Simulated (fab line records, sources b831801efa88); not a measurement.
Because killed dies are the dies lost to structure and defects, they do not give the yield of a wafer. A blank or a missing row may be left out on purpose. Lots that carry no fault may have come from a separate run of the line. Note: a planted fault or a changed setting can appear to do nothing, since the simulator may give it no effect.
fab line records | flow gf180mcu
record lots=12 wafers=36 last-day=34
route steps=602 shown PSD@250 CONTACT@304 M1@320
lots that met no fault: taken from a fault-free run of the same line
start-h: hours from the record's first day to the start of the lot's first wafer shown | wait-h: hours since the lot's step before | " repeats the value in the row above | L1.1+2: several wafers, shown together as one row | - either no value or no given start | * or withheld: withheld | < > ~ a bound
route shown NAME@n: NAME is a module with steps in the file, n the number in the route of the first one | usual: mean/standard deviation of fault-free wafers | same: alike in all rows | chamber/n: place in a boat | sites: the reading at each site | _std_site: how widely they spread, as a standard deviation | _edge_site: outer sites' mean less inner sites' | radius-mm: how far each site lies from the wafer's centre | mask NAME#n: copy n | behind: the tool/chamber that last shaped the wafer | hold: why the lot was held/for how many hours/how that ended | device: whichever transistor did not switch (one of n, p or np) | end of line: the tests these same wafers got at the end of their route | a step given without rows: its recipe and nothing more | killed: the dies lost at the first sort to structure and to defects; this is not the yield of the wafer | map: per-die view of a wafer (x killed, . not killed, _ where there is no die)
set.NAME: the setting that was run; set.NAME@STEP: the one run at that earlier step | model.NAME: the simulator's own value behind a step, which no gauge read
a sample of lots followed through the steps of the route, with each step as a table and each wafer as a row
services: a tool's chamber out of use, with start hour (start-h, from the record's first day; less than 0 if before it), hours out, and reason
## steps
# step GF_PSD_COAT_02
# recipe resist=NOVOLAK spin-rpm=3000 resist-thk-nm=1000
# usual spin-speed-rpm=2999.9/2
# columns lot.wafer tool chamber start-h wait-h spin-speed-rpm
L854.2 litho-track-02 0 307.61 0.1 3000.5
L854.5 " 0 " " 3001.7
L854.6 " 0 " " 2997.7
L856.4 litho-track-01 0 324.07 0.1 2999.7
L856.5 " 0 " " 3001.8
L856.6 " 0 " " 3004.1
L857.1 litho-track-04 0 331.52 0.1 2998.5
L857.2 " 0 " " 2996.9
L857.6 " 0 " " 3000.2
L858.1 litho-track-02 0 351.13 0.1 2999.3
L858.3 " 0 " " 3001.3
L858.5 " 0 " " 3001.1
L861.2 litho-track-01 0 369.42 0.1 2997.8
L861.4 " 0 " " 3003.7
L861.6 " 0 " " 3000.9
L864.2 litho-track-02 0 394.11 0.1 2869.4
L864.5 " 0 " " 2870.8
L864.6 " 0 " " 2870.9
L866.1 litho-track-02 0 407.68 0.1 2869.1
L866.4 " 0 " " 2870.1
L866.6 " 0 " " 2875.3
L871.2 litho-track-01 0 450.56 0.1 2997.8
L871.3 " 0 " " 3000.4
L871.4 " 0 " " 3000.7
L874.1 litho-track-02 0 476.83 0.1 2999.9
L874.2 " 0 " " 2998.8
L874.3 " 0 " " 3000.9
L875.1 litho-track-04 0 481.62 0.1 2997.8
L875.2 " 0 " " 2998.6
L875.6 " 0 " " 3001.0
L876.2 litho-track-02 0 490.16 0.1 2996.3
L876.3 " 0 " " 2996.0
L876.6 " 0 " " 2999.0
L877.3 litho-track-02 0 510.33 0.1 2997.5
L877.5 " 0 " " 2995.5
L877.6 " 0 " " 2999.7
# step GF_PSD_STRIP_10
# recipe chemistry=O2/N2 power-w=1400 pressure-mtorr=1500 platen-temp-c=250 o2-flow-sccm=3000 n2-flow-sccm=300 overash-fraction=0.5
# usual drypump-motor-current-A=5.8/0.35 heater-power-w=346/22 n2-flow-sccm=300.0/0.89 oes-product-au=0.592/0.0046 strip-time-to-endpoint-s=16.54/0.032
# columns lot.wafer tool chamber start-h wait-h drypump-motor-current-A heater-power-w n2-flow-sccm oes-product-au rf-hours-counter-h strip-time-to-endpoint-s
L854.2 plasma-asher-04 1 318.28 0.1 5.3 330 300.9 0.591 19 16.54
L854.5 " 0 " " 6.1 371 299.8 0.590 - 16.54
L854.6 " 1 " " 5.3 334 301.3 0.595 - 16.51
L856.4 plasma-asher-02 0 335.51 0.1 6.1 329 299.3 0.601 - 16.60
L856.5 " 0 " " 6.1 327 299.5 0.597 - 16.57
L856.6 " 1 " " 5.4 367 299.1 0.593 - 16.56
L857.1 plasma-asher-04 0 342.53 0.1 6.1 366 299.3 0.591 22 16.57
L857.2 " 1 " " 5.3 324 300.5 0.591 22 16.53
L857.6 " 0 " " 6.1 357 300.7 0.594 - 16.58
L858.1 plasma-asher-02 1 362.03 0.1 5.4 374 299.2 0.591 73 16.56
L858.3 " 1 " " 5.4 381 297.5 0.588 - 16.55
L858.5 " 0 " " 6.1 325 298.5 0.594 - 16.53
L861.2 plasma-asher-02 0 381.18 0.1 6.1 327 300.2 0.588 75 16.54
L861.4 " 0 " " 6.1 320 299.4 0.593 - 16.54
L861.6 " 0 " " 6.1 323 299.9 0.601 - 16.53
L864.2 plasma-asher-02 0 406.08 0.1 6.1 327 301.3 0.589 78 16.75
L864.5 " 0 " " 6.1 321 301.5 0.597 - 16.80
L864.6 " 1 " " 5.4 370 300.1 0.585 - 16.79
L866.1 plasma-asher-04 1 420.39 0.1 5.3 332 301.6 0.599 30 16.82
L866.4 " 0 " " 6.1 372 298.8 0.594 - 16.78
L866.6 " 0 " " 6.0 363 299.4 0.592 - 16.83
L871.2 plasma-asher-01 1 463.58 0.1 6.0 343 299.9 0.594 84 16.47
L871.3 " 1 " " 6.0 349 299.5 0.587 - 16.50
L871.4 " 0 " " 6.0 320 300.2 0.591 - 16.46
L874.1 plasma-asher-02 0 489.14 0.1 6.1 330 300.5 0.592 6 16.56
L874.2 " 1 " " 5.4 373 299.9 0.598 6 16.56
L874.3 " 1 " " 5.4 391 300.8 0.590 - 16.56
L875.1 plasma-asher-01 0 494.14 0.1 6.0 322 299.2 0.592 87 16.47
L875.2 " 1 " " 6.0 351 302.4 0.592 87 16.46
L875.6 " 0 " " 6.0 320 299.9 0.592 - 16.47
L876.2 plasma-asher-01 1 502.49 0.1 5.9 341 299.4 0.589 88 16.56
L876.3 " 0 " " 6.0 322 299.4 0.591 - 16.59
L876.6 " 0 " " 6.0 318 299.0 0.591 - 16.54
L877.3 plasma-asher-04 0 522.91 0.1 6.1 355 300.7 0.593 - 16.56
L877.5 " 1 " " 5.4 330 299.6 0.595 - 16.52
L877.6 " 0 " " 6.1 358 300.9 0.596 - 16.52
# step GF_CONTACT_ETCH_17
# recipe chemistry=C4F8/O2/Ar mask-material=KrF target=SiO2 stop-on=CoSi2 source-w=1500 bias-w=1200 pressure-mtorr=40 c4f8-flow-sccm=withheld O2_flow_sccm=6 Ar_flow_sccm=300 time-s=withheld target-depth-a=8600
# usual oes-product-au=0.812/0.0048
# columns lot.wafer tool chamber start-h wait-h oes-product-au
L854.2 rie-diel-03 3 - - 0.811
L854.5 " 0 " " 0.817
L854.6 " 3 " " 0.814
L856.4 rie-diel-02 2 - - 0.806
L856.5 " 0 " " 0.818
L856.6 " 3 " " 0.815
L857.1 rie-diel-02 0 - - 0.816
L857.2 " 3 " " 0.814
L857.6 " 3 " " 0.816
L858.1 rie-diel-03 1 - - 0.812
L858.3 " 2 " " 0.817
L858.5 " 2 " " 0.818
L861.2 rie-diel-04 1 - - 0.803
L861.4 " 2 " " 0.816
L861.6 " 0 " " 0.805
L864.2 rie-diel-03 0 - - 0.808
L864.5 " 3 " " 0.815
L864.6 " 0 " " 0.802
L866.1 rie-diel-04 2 - - 0.811
L866.4 " 3 " " 0.809
L866.6 " 1 " " 0.806
L871.2 rie-diel-04 3 - - 0.819
L871.3 " 0 " " 0.815
L871.4 " 1 " " 0.818
L874.1 rie-diel-02 1 - - 0.807
L874.2 " 0 " " 0.810
L874.3 " 3 " " 0.810
L875.1 rie-diel-03 1 - - 0.811
L875.2 " 0 " " 0.815
L875.6 " 2 " " 0.808
L876.2 rie-diel-04 1 - - 0.804
L876.3 " 2 " " 0.807
L876.6 " 1 " " 0.807
L877.3 rie-diel-04 1 - - 0.814
L877.5 " 1 " " 0.823
L877.6 " 2 " " 0.816
# step GF_CONTACT_CMP_27
# recipe stop-on=SiO2 down-force-psi=3.5 platen-rpm=60 t-overpolish-s=15 target-thk-nm=0 pad-velocity-m-s=0.94248
# usual motor-current-A=11.4/0.96 overpolish-run-s=14.998/0.0086 time-to-endpoint-s=72.9/2.9
# columns lot.wafer tool chamber start-h wait-h motor-current-A overpolish-run-s time-to-endpoint-s
L854.2 cmp-01 3 363.60 0.3 12.5 15.013 76.9
L854.5 " 2 " " 10.9 14.989 75.5
L854.6 " 3 " " 12.5 14.985 77.6
L856.4 cmp-01 0 382.54 0.3 9.9 14.995 79.5
L856.5 " 1 " " 11.9 14.993 71.6
L856.6 " 2 " " 10.6 14.993 75.5
L857.1 cmp-02 3 390.09 0.1 9.8 15.006 74.0
L857.2 " 2 " " 11.6 15.003 71.1
L857.6 " 0 " " 10.3 15.007 72.1
L858.3 cmp-01 3 409.14 0.0 13.2 15.008 76.8
L858.1 " 2 " " 10.3 14.994 77.2
L858.5 " 0 " " 10.7 14.994 81.4
L861.2 cmp-01 2 430.29 0.1 11.2 14.999 73.2
L861.4 " 3 " " 13.4 14.985 74.9
L861.6 " 1 " " 12.2 14.993 65.8
L864.2 cmp-02 2 456.84 0.1 12.0 15.006 73.5
L864.5 " 1 " " 11.6 15.005 74.8
L864.6 " 2 " " 12.2 15.013 74.2
L866.4 cmp-01 2 472.37 0.1 10.5 15.014 74.6
L866.1 " 3 " " 12.5 14.992 73.8
L866.6 " 0 " " 10.6 14.984 75.4
L871.2 cmp-01 0 514.24 0.0 10.8 15.001 75.2
L871.4 " 1 " " 11.2 14.988 69.8
L871.3 " 2 " " 11.0 15.007 71.9
L874.1 cmp-02 3 538.94 0.1 10.6 15.005 75.1
L874.3 " 0 " " 10.6 15.008 72.1
L874.2 " 1 " " 12.1 14.992 74.8
L875.1 cmp-02 2 543.04 0.1 12.1 14.998 67.4
L875.2 " 0 " " 10.4 15.003 68.1
L875.6 " 2 " " 11.5 14.977 72.3
L876.2 cmp-01 3 550.87 0.1 13.1 14.995 70.4
L876.3 " 0 " " 10.7 15.005 72.0
L876.6 " 3 " " 12.9 14.995 71.5
L877.3 cmp-01 2 569.61 0.0 11.1 15.006 73.1
L877.5 " 2 " " 11.0 14.989 74.7
L877.6 " 3 " " 12.7 14.993 75.8
# step GF_M1_RS_MEAS_05
# recipe thk-meas-gauge=four-point-probe reads=TiN_of_M1_SPUTTER_04+Ti_of_M1_SPUTTER_03+AlCu_of_M1_SPUTTER_02+TiN_of_M1_SPUTTER_01+Ti_of_M1_SPUTTER_00
# usual M1_ALCU_RS=0.0697/0.00056
# columns lot.wafer tool chamber start-h wait-h M1_ALCU_RS[ohm/sq]
L854.2 film-metro-03 - 364.09 0.0 0.0701
L854.5 " - " " 0.0707
L854.6 " - " " 0.0708
L856.4 film-metro-03 - 382.97 0.1 0.0701
L856.5 " - " " 0.0710
L856.6 " - " " 0.0708
L857.1 film-metro-02 - 390.61 0.0 0.0710
L857.2 " - " " 0.0703
L857.6 " - " " 0.0708
L858.1 film-metro-02 - 409.66 0.0 0.0692
L858.3 " - " " 0.0696
L858.5 " - " " 0.0700
L861.2 film-metro-02 - 430.78 0.0 0.0696
L861.4 " - " " 0.0694
L861.6 " - " " 0.0697
L864.2 film-metro-03 - 457.33 0.0 0.0690
L864.5 " - " " 0.0702
L864.6 " - " " 0.0696
L866.1 film-metro-03 - 472.79 0.0 0.0697
L866.4 " - " " 0.0698
L866.6 " - " " 0.0691
L871.2 film-metro-01 - 514.81 0.0 0.0698
L871.3 " - " " 0.0685
L871.4 " - " " 0.0698
L874.1 film-metro-01 - 539.46 0.0 0.0704
L874.2 " - " " 0.0701
L874.3 " - " " 0.0701
L875.1 film-metro-03 - 543.51 0.0 0.0700
L875.2 " - " " 0.0699
L875.6 " - " " 0.0691
L876.2 film-metro-01 - 551.38 0.0 0.0685
L876.3 " - " " 0.0692
L876.6 " - " " 0.0688
L877.3 film-metro-01 - 570.17 0.1 0.0691
L877.5 " - " " 0.0690
L877.6 " - " " 0.0693
## services
# columns tool chamber start-h hours kind
rie-diel-04 0 298.81 5.8 repair
rie-diel-04 - 304.22 2.4 repair
cmp-02 - 338.98 48.4 repair
rie-diel-04 2 344.04 4.2 repair
cmp-01 - 367.74 4.7 pm
cmp-01 - 377.24 4.3 repair
cmp-01 - 387.62 4.8 pm
cmp-02 - 390.56 3.4 repair
rie-diel-03 - 392.99 2.8 pm
cmp-01 - 404.00 4.0 pm
rie-diel-04 2 414.17 7.8 repair
plasma-asher-02 - 421.25 9.0 pm
rie-diel-04 - 426.99 0.9 repair
rie-diel-04 3 427.84 3.9 repair
cmp-02 - 429.15 1.1 repair
rie-diel-03 - 429.57 0.9 repair
rie-diel-03 1 435.67 15.0 repair
cmp-02 - 469.55 4.3 pm
rie-diel-04 0 474.86 20.3 repair
plasma-asher-02 - 512.41 14.6 pm
cmp-01 - 516.79 1.0 repair
rie-diel-04 - 542.10 0.2 repair
rie-diel-04 1 558.44 3.4 repair
rie-diel-04 1 569.38 5.9 repair
## key
first-sign step=GF_PSD_COAT_02 reading=spin-speed-rpm direction=down sigmas=66 usual=* struck=*
effect step=GF_PSD_STRIP_10 reading=strip-time-to-endpoint-s direction=up sigmas=8 usual=* struck=*
met-at GF_PSD_COAT_02
struck-lots L864,L866
tester-left-out L864,L866
not-acting-at GF_CONTACT_ETCH_17,GF_CONTACT_CMP_27,GF_M1_RS_MEAS_05
onset-between 351.13 394.11
fault kind=process-parameter-drift tool=litho-track-02 chamber=- onset-h=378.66 steps=GF_PSD_COAT_02 channel=spin-rpm offset=* shape=step end-h=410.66 acts-in=* stated=*
# tester-left-out: of these lots the tester's yield and bins aren't shown, on N5 and GAA mostly nor the transistor test; their killed dies are dies lost to structure and defects alone, not to doping, threshold or leakage, so they don't give the yield
